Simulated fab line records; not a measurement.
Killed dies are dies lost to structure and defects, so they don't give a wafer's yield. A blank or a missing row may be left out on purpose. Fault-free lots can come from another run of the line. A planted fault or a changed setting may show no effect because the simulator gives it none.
fab line records    flow sky130
record: lots: 14  wafers: 42  lastDay: 50
route steps=708 shown FIELD_ISO@23 NWELL@76 VT_ADJUST_HVTP@95 VT_ADJUST_LVTN@115
lots untouched by any fault: they come from a run of this same line in which no faults occurred
startH: hours from the record's first day to the start of the lot's first wafer shown    waitH: how many hours have passed since the lot's step before this one    " as in the row above    L1.1+2: several wafers, shown together as one row    - value missing, or start not given    * or withheld: withheld    < > ~ a bound
route shown NAME@n: a module of which the file shows steps, and the number in the route of the first    usual: the fault-free wafers' mean and standard deviation    same: alike in all rows    chamber/n: place in a boat    sites: readings site by site    _std_site: the standard deviation of these    _edge_site: the outer-site mean with the inner-site mean subtracted    radiusMm: for every site, how far away it sits from the centre of the wafer    mask NAME#n: copy n    behind: tool/chamber where the wafer was last shaped    hold: what put the lot on hold/how long, in hours/how the hold closed    device: the transistor (n, p or np) that didn't switch    end of line: tests run on the same wafers once the route is complete    for a step that has no rows: nothing shown but its recipe    killed: at the first sort, the dies lost to defects and structure; wafer yield is something else    map: the dies of a wafer, with x for killed, . for not killed, _ for no die there
set.NAME: the setting that was run; set.NAME@STEP: the one run at that earlier step    model.NAME: the simulator's own value behind a step, which no gauge read
one table for each step of the route and one row for each wafer, over a sample of lots
services: when a tool's chamber went out of use (startH, in hours from the record's first day, below 0 if earlier), for how many hours, and the reason
== steps ==
step: SKY_FIELD_ISO_OXIDATION_22
recipe: tempC: 950  ambient: O2  stabiliseS: 600  purgeS: 300  targetThkA: 100  oxTimeS: 623
usual: oxTempC: 950.1/0.39  oxTempCMax: 953.7/0.98  oxTimeS: 623/0  spikeTcLowerC: 949.2/0.97
lot.wafer  tool        chamber  startH  waitH  oxTempC  oxTempCMax  oxTimeS  spikeTcLowerC
L799.1     furnace-02  0        45.84   0.0    950.4    954.7       623      948.3
L799.4     "           0        "       "      950.1    953.6       623      949.1
L799.5     "           0        "       "      950.2    954.9       623      949.1
L803.1     furnace-01  -        66.63   1.3    -        -           -        -
L803.2     "           -        "       "      -        -           -        -
L803.5     "           -        "       "      -        -           -        -
L804.1     furnace-02  -        70.54   0.6    -        -           -        -
L804.3     "           -        "       "      -        -           -        -
L804.5     "           -        "       "      -        -           -        -
L808.1     furnace-02  0        92.66   0.0    949.7    954.3       623      949.1
L808.4     "           0        "       "      950.2    953.8       623      947.2
L808.6     "           0        "       "      950.3    954.3       623      950.2
L809.1     furnace-02  0        96.94   0.4    950.0    954.4       623      950.1
L809.2     "           0        "       "      949.3    953.3       623      950.7
L809.4     "           0        "       "      949.7    954.0       623      949.7
L810.2     furnace-02  0        102.37  0.7    950.4    954.4       623      949.6
L810.4     "           0        "       "      949.8    954.0       623      949.1
L810.5     "           0        "       "      950.6    954.2       623      950.8
L811.3     furnace-02  0        108.27  0.5    950.1    955.1       623      948.2
L811.5     "           0        "       "      950.6    956.1       623      948.9
L811.6     "           0        "       "      949.5    953.7       623      949.0
L812.1     furnace-02  0        113.06  0.6    950.7    955.3       623      949.2
L812.4     "           0        "       "      950.4    955.4       623      952.2
L812.5     "           0        "       "      950.6    955.5       623      949.6
L813.2     furnace-02  0        118.39  0.0    949.8    954.4       623      948.3
L813.3     "           0        "       "      950.1    953.9       623      948.5
L813.6     "           0        "       "      950.2    954.6       623      951.1
L814.1     furnace-01  0        123.26  0.0    950.1    952.8       623      948.7
L814.2     "           0        "       "      950.4    954.0       623      947.4
L814.3     "           0        "       "      950.3    953.0       623      947.7
L815.1     furnace-02  0        127.79  0.0    949.4    954.4       623      949.0
L815.3     "           0        "       "      949.4    954.0       623      949.1
L815.5     "           0        "       "      949.4    953.9       623      950.2
L816.1     furnace-02  0        133.03  0.1    950.1    953.5       623      950.1
L816.4     "           0        "       "      950.1    952.8       623      948.1
L816.6     "           0        "       "      949.0    953.1       623      950.5
L818.1     furnace-02  0        143.95  0.0    950.5    954.5       623      948.8
L818.2     "           0        "       "      950.5    954.1       623      947.7
L818.3     "           0        "       "      950.3    953.8       623      949.1
L819.4     furnace-01  0        149.39  0.0    950.8    952.8       623      950.2
L819.5     "           0        "       "      950.4    953.5       623      947.8
L819.6     "           0        "       "      950.5    953.8       623      949.4
step: SKY_NWELL_OVL_MEAS_23
usual: NWELL_01_OVL: -0.5/1.4
lot.wafer  tool        chamber  startH  waitH  NWELL_01_OVL[nm]
L799.1     overlay-02  -        121.56  -      -2.2
L799.4     "           -        "       "      -1.7
L799.5     "           -        "       "      -1.2
L808.1     overlay-02  -        175.66  -      0.9
L808.4     "           -        "       "      -0.4
L808.6     "           -        "       "      1.7
L809.1     overlay-02  -        183.83  -      2.4
L809.2     "           -        "       "      2.3
L809.4     "           -        "       "      1.0
L810.2     overlay-02  -        188.39  -      0.0
L810.4     "           -        "       "      -0.9
L810.5     "           -        "       "      -1.2
L811.3     overlay-01  -        195.61  -      -0.9
L811.5     "           -        "       "      -2.0
L811.6     "           -        "       "      -3.2
L812.1     overlay-01  -        199.96  -      0.3
L812.4     "           -        "       "      -0.3
L812.5     "           -        "       "      -1.0
L813.2     overlay-01  -        206.07  -      -3.5
L813.3     "           -        "       "      -2.3
L813.6     "           -        "       "      -3.0
L814.1     overlay-02  -        211.33  -      0.7
L814.2     "           -        "       "      -0.1
L814.3     "           -        "       "      0.0
L815.1     overlay-01  -        217.65  -      -0.4
L815.3     "           -        "       "      -0.5
L815.5     "           -        "       "      0.3
L816.1     overlay-01  -        220.86  -      -0.2
L816.4     "           -        "       "      -0.7
L816.6     "           -        "       "      -0.3
L818.1     overlay-02  -        234.60  -      -1.0
L818.2     "           -        "       "      0.0
L818.3     "           -        "       "      -0.3
L819.4     overlay-02  -        240.97  -      0.1
L819.5     "           -        "       "      0.4
L819.6     "           -        "       "      -0.5
step: SKY_VT_ADJUST_HVTP_STRIP_10
recipe: chemistry: O2/N2  powerW: 1400  pressureMtorr: 1500  platenTempC: withheld  o2FlowSccm: 3000  n2FlowSccm: 300  overashFraction: 0.5
usual: drypumpMotorCurrentA: 5.8/0.37  oesProductAu: 0.716/0.0043  stripTimeToEndpointS: 14.19/0.043
lot.wafer  tool            chamber  startH  waitH  drypumpMotorCurrentA  oesProductAu  rfHoursCounterH  stripTimeToEndpointS
L799.1     plasmaAsher-03  0        141.99  0.1    5.2                   0.711         46               14.19
L799.4     "               1        "       "      6.0                   0.716         -                14.14
L799.5     "               1        "       "      6.0                   0.714         -                14.18
L808.1     plasmaAsher-03  0        197.86  0.1    5.2                   0.712         52               14.18
L808.4     "               0        "       "      5.2                   0.714         -                14.14
L808.6     "               1        "       "      6.0                   0.712         -                14.19
L809.1     plasmaAsher-01  0        205.36  0.1    6.4                   0.716         39               14.13
L809.2     "               1        "       "      5.5                   0.712         39               14.18
L809.4     "               0        "       "      6.4                   0.717         -                14.16
L810.2     plasmaAsher-04  0        210.34  0.1    5.7                   0.719         51               14.22
L810.4     "               1        "       "      5.9                   0.719         -                14.19
L810.5     "               1        "       "      5.9                   0.720         -                14.16
L811.3     plasmaAsher-04  0        218.29  0.1    5.7                   0.718         -                14.21
L811.5     "               0        "       "      5.7                   0.708         -                14.21
L811.6     "               1        "       "      5.9                   0.718         -                14.18
L812.1     plasmaAsher-01  1        221.81  0.1    5.6                   0.724         40               14.20
L812.4     "               1        "       "      5.5                   0.720         -                14.17
L812.5     "               0        "       "      6.3                   0.722         -                14.23
L813.2     plasmaAsher-04  1        227.96  0.1    5.9                   0.715         53               14.20
L813.3     "               0        "       "      5.6                   0.717         -                14.16
L813.6     "               1        "       "      5.9                   0.712         -                14.20
L814.1     plasmaAsher-04  0        233.91  0.1    5.6                   0.722         54               14.12
L814.2     "               1        "       "      5.9                   0.726         54               14.17
L814.3     "               0        "       "      5.6                   0.714         -                14.11
L815.1     plasmaAsher-01  1        240.76  0.1    5.6                   0.715         42               14.19
L815.3     "               1        "       "      5.6                   0.711         -                14.22
L815.5     "               0        "       "      6.4                   0.719         -                14.23
L816.1     plasmaAsher-01  0        244.41  0.1    6.4                   0.721         42               14.26
L816.4     "               0        "       "      6.3                   0.719         -                14.23
L816.6     "               0        "       "      6.3                   0.720         -                14.27
L818.1     plasmaAsher-04  0        258.06  0.1    5.6                   0.716         56               14.18
L818.2     "               1        "       "      5.9                   0.720         56               14.21
L818.3     "               1        "       "      5.9                   0.715         -                14.20
L819.4     plasmaAsher-03  0        265.27  0.1    5.1                   0.722         -                14.20
L819.5     "               1        "       "      6.0                   0.713         -                14.16
L819.6     "               0        "       "      5.1                   0.718         -                14.23
step: SKY_VT_ADJUST_LVTN_OVL_MEAS_18
usual: VT_ADJUST_LVTN_01_OVL: -0.3/1.4
lot.wafer  tool        chamber  startH  waitH  VT_ADJUST_LVTN_01_OVL[nm]
L799.1     overlay-02  -        183.26  0.1    -0.9
L799.4     "           -        "       "      0.1
L799.5     "           -        "       "      0.4
L808.1     overlay-01  -        241.86  0.1    0.1
L808.4     "           -        "       "      -0.7
L808.6     "           -        "       "      -1.4
L809.1     overlay-02  -        249.21  0.1    0.0
L809.2     "           -        "       "      -0.9
L809.4     "           -        "       "      -1.3
L810.2     overlay-01  -        254.56  0.1    0.0
L810.4     "           -        "       "      1.3
L810.5     "           -        "       "      1.9
L811.3     overlay-02  -        263.47  0.1    0.3
L811.5     "           -        "       "      -0.4
L811.6     "           -        "       "      0.0
L812.1     overlay-02  -        267.51  0.1    -0.3
L812.4     "           -        "       "      1.1
L812.5     "           -        "       "      0.2
L813.2     overlay-01  -        273.42  0.1    -0.5
L813.3     "           -        "       "      -1.2
L813.6     "           -        "       "      0.4
L814.1     overlay-02  -        280.15  0.1    2.6
L814.2     "           -        "       "      0.5
L814.3     "           -        "       "      2.8
L815.1     overlay-02  -        287.76  0.1    -0.1
L815.3     "           -        "       "      -2.5
L815.5     "           -        "       "      0.0
L816.1     overlay-02  -        292.56  0.1    1.5
L816.4     "           -        "       "      2.3
L816.6     "           -        "       "      2.0
L818.1     overlay-02  -        307.86  0.1    -0.5
L818.2     "           -        "       "      0.3
L818.3     "           -        "       "      -0.2
L819.4     overlay-01  -        316.42  0.1    -1.0
L819.5     "           -        "       "      -0.6
L819.6     "           -        "       "      -2.0
== services ==
tool            chamber  startH  hours  kind
furnace-02      -        52.88   3.0    pm
plasmaAsher-04  -        104.48  2.5    repair
plasmaAsher-03  -        124.32  2.8    pm
furnace-01      -        179.44  3.6    pm
furnace-02      -        204.21  4.2    pm
furnace-02      -        220.25  3.5    pm
furnace-01      -        233.23  3.9    pm
== key ==
firstSign: step: SKY_FIELD_ISO_OXIDATION_22  reading: toolRecord  direction: missing
effect none on later readings
metAt SKY_FIELD_ISO_OXIDATION_22
struckLots L803,L804
laterRowsLeftOut L803.1,L803.2,L803.5,L804.1,L804.3,L804.5
sortLeftOut L803.1,L803.2,L803.5,L804.1,L804.3,L804.5
testerLeftOut L803,L804
notActingAt SKY_NWELL_OVL_MEAS_23,SKY_VT_ADJUST_HVTP_STRIP_10,SKY_VT_ADJUST_LVTN_OVL_MEAS_18
onsetBetween 45.84 66.63
fault: kind: skippedStepWhole  tool: furnace-01,furnace-02  chamber: -  onsetH: 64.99  steps: SKY_FIELD_ISO_OXIDATION_22  scope: struckLotsOnly
testerLeftOut: of these lots the tester's yield and bins aren't shown, on N5 and GAA mostly nor the transistor test; their killed dies are dies lost to structure and defects alone, not to doping, threshold or leakage, so they don't give the yield
sortLeftOut: the simulated sort isn't trusted on such a fault, so these wafers' sort isn't shown, and their yield isn't known
laterRowsLeftOut: the simulator's readings of these wafers behind a module that went badly wrong aren't trusted and aren't shown, but for the sort
